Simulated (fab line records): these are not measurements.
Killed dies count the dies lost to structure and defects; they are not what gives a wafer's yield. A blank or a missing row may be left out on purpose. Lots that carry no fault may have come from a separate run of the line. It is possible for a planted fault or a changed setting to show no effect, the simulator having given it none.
A lot that was struck, set against a sound lot + flow gf180mcu + 37 steps out of a route of 602
Sound: wafers L847.1, L847.2, L847.5. Struck: wafers L863.3, L863.5, L863.6. The cause comes at the end.
For every step that has rows: the tool of each side, followed by ch and its chambers, followed by its first start. Under that, the readings that differ: sound wafers + struck wafers + difference of the means + sigmas: that difference in standard deviations of wafers without a fault.
alike: words and numbers the same on both sides, and readings whose means are apart by under 2 such deviations; not compared: readings that were withheld, readings missing a value for some wafer, numbers with overlapping values and no deviation given by the record, and bounds like >300 which may hide the same value.
A row with sigmas, a row that says differs or no value, or rows on one side alone: a step with any of these is where the two part. Non-overlapping numbers with no deviation appear without sigmas and do not part them. A reading that every wafer of one side lacks parts them only if that side has two wafers or more.

first, 2 steps without rows for these wafers: GF_M4_PEB_12 (peb time 90 s); GF_M4_DEVELOP_13 (develop time 60 s).
GF_M4_CD_MEAS_14 targets a cd of 280 nm.
  sound on cd_sem-02 at day 24 03:52; struck on cd_sem-01 at day 29 19:40
  alike: cd_nm
GF_M4_OVL_MEAS_15:
  sound on overlay-01 at day 24 03:59; struck on overlay-01 at day 29 19:45
  alike: M4_OVL
GF_M4_METAL_ETCH_16: etches the open film in Cl2/BCl3, stops on SiO2, target depth 627.5 nm, time 104.6 s.
  sound on rie_metal-02 ch 0,1, day 24 04:01; struck on rie_metal-04 ch 0,1, day 29 19:49
  alike: drypump_motor_current_A, oes_product_au, throttle_valve_pct
  not compared: rf_hours_counter_h
then, 4 steps without rows for these wafers: GF_M4_STRIP_17 (strips in O2/N2); GF_M4_STRIP_18 (strips in post etch residue remover, time 1200 s); GF_M4_CLEAN_19 (cleans in DIW); GF_V4_CVD_00 (deposits SiO2, target thk 600 nm, time 100 s).
GF_V4_THK_MEAS_01:
  sound on film_metro-04 at day 24 04:44; struck on film_metro-04 at day 29 20:31
  alike: V4_CVD_00_THK
then, 1 step without rows for these wafers: GF_V4_CVD_02 (deposits SiO2 from TEOS, target thk 850 nm, time 94.851 s).
GF_V4_THK_MEAS_03:
  sound on film_metro-02 at day 24 04:52; struck on film_metro-01 at day 29 20:38
  alike: V4_CVD_02_THK
GF_V4_CMP_04: polishes SiO2.
  sound on cmp-02 ch 0,1,3, day 24 05:02; struck on cmp-01 ch 0,1,3, day 29 20:50
| reading                             | sound             | struck            | difference | sigmas |
|-------------------------------------|-------------------|-------------------|------------|--------|
| time_to_endpoint_s (s)              | 86 83 88          | 27 32 28          | -57        | -13    |
| model.SiO2_of_V4_CVD_02.thk_nm (nm) | 632.5 632.7 633.4 | 790.5 791.2 790.4 | +157.8     |        |
  alike: motor_current_A
GF_V4_BOW_MEAS_05:
  sound on film_metro-02 at day 24 05:14; struck on film_metro-01 at day 29 21:01
  alike: V4_BOW
then, 8 steps without rows for these wafers: GF_V4_DEHYDRATE_06 (time 60 s); GF_V4_HMDS_07 (prime time 60 s); GF_V4_COAT_08; GF_V4_COAT_09 (resist thk 1000 nm); GF_V4_SOFTBAKE_10 (time 60 s); GF_V4_EXPOSE_11 (exposes mask Via4, target cd 260 nm); GF_V4_PEB_12 (peb time 90 s); GF_V4_DEVELOP_13 (develop time 60 s).
GF_V4_CD_MEAS_14 targets a cd of 260 nm.
  sound on cd_sem-01 at day 25 03:21; struck on cd_sem-01 at day 30 15:41
  alike: cd_nm
GF_V4_OVL_MEAS_15:
  sound on overlay-02 at day 25 03:28; struck on overlay-02 at day 30 15:47
  alike: V4_OVL
GF_V4_ETCH_16: etches BARC in N2/H2.
  sound on rie_diel-04 ch 0,2,3, day 25 03:30; struck on rie_diel-01 ch 0,3, day 30 15:48
  alike: drypump_motor_current_A, h2_flow_sccm, oes_product_au, throttle_valve_pct
GF_V4_ETCH_17: etches SiO2 in C4F8/O2/Ar, stops on TiN, target depth 630 nm.
  sound: rie_diel-04 ch 0,2,3; struck: rie_diel-01 ch 0,3
| reading                        | sound             | struck            | difference | sigmas |
|--------------------------------|-------------------|-------------------|------------|--------|
| oes_product_au (a.u.)          | 0.858 0.865 0.855 | 0.967 0.979 0.972 | +0.113     | +26    |
| model.V4.feature_depth_nm (nm) | 632.5 632.7 633.4 | 790.5 791.2 790.4 | +157.8     |        |
| model.etch.depth_nm (nm)       | 632.5 632.7 633.4 | 790.5 791.2 790.4 | +157.8     |        |
then, 3 steps without rows for these wafers: GF_V4_STRIP_18 (strips in O2/N2); GF_V4_STRIP_19 (strips in post etch residue remover, time 1200 s); GF_V4_CLEAN_20 (cleans in DIW).
GF_V4_SPUTTER_21: material Ti, target thk 15 nm, time 80.02 s.
  sound on pvd_sputter-04 at day 25 04:10; struck on pvd_sputter-03 at day 30 16:29
  alike: throttle_valve_pct
GF_V4_SPUTTER_22: material TiN, target thk 10 nm, time 40 s.
  sound on pvd_sputter-04 at day 25 04:14; struck on pvd_sputter-03 at day 30 16:32
  alike: throttle_valve_pct
then, 1 step without rows for these wafers: GF_V4_CVD_23 (deposits W, target thk 350 nm, time 104.9 s).
GF_V4_RS_MEAS_24: measurement is done with a four-point probe.
  sound on film_metro-04 at day 25 04:23; struck on film_metro-01 at day 30 16:44
  alike: V4_W_RS
GF_V4_THK_MEAS_25: measures by xrf.
  sound on film_metro-04 at day 25 04:30; struck on film_metro-01 at day 30 16:50
  alike: V4_W_THK
GF_V4_CMP_26: polishes, stops on SiO2, t overpolish 15 s, target thk 0 nm.
  sound on cmp-02 ch 0,2,3, day 25 04:34; struck on cmp-02 ch 2,3, day 30 16:55
| reading                             | sound             | struck            | difference | sigmas |
|-------------------------------------|-------------------|-------------------|------------|--------|
| model.SiO2_of_V4_CVD_02.thk_nm (nm) | 628.8 628.9 629.7 | 786.7 787.4 786.6 | +157.8     |        |
  alike: motor_current_A
GF_MIM_SPUTTER_00: material Ti, target thk 37.5 nm, time 150 s.
  sound on pvd_sputter-01 at day 25 04:52; struck on pvd_sputter-04 at day 30 17:10
  alike: throttle_valve_pct
-- the record jumps here: 4 days lie between the struck wafers' starts before and after (it left off in module MIM and takes up again in module PASSIVATION, whose first step shown is number 602 of the route) --
GF_PASSIVATION_PROBE_99:
  sound on prober-02 at day 29 16:31; struck on prober-02 at day 34 09:57
| reading                       | sound             | struck            | difference | sigmas |
|-------------------------------|-------------------|-------------------|------------|--------|
| model.etest.via4_chain.rc_ohm | 6.609 6.511 6.275 | 9.116 9.674 7.707 | +2.367     |        |
  not compared: model.etest.met5_comb.leak_log10_a_um

WHERE THEY PART
Last at GF_V4_ETCH_17 as far as this record goes, first at GF_V4_CMP_04. Later steps at which nothing parts them and some readings are alike: GF_V4_SPUTTER_21, GF_V4_SPUTTER_22, GF_V4_RS_MEAS_24, GF_V4_THK_MEAS_25, GF_V4_CMP_26, GF_MIM_SPUTTER_00.

WHY: whatever the simulator had introduced
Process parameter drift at GF_V4_CMP_04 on cmp-01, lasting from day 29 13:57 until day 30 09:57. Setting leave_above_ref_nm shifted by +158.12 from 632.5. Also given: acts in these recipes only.
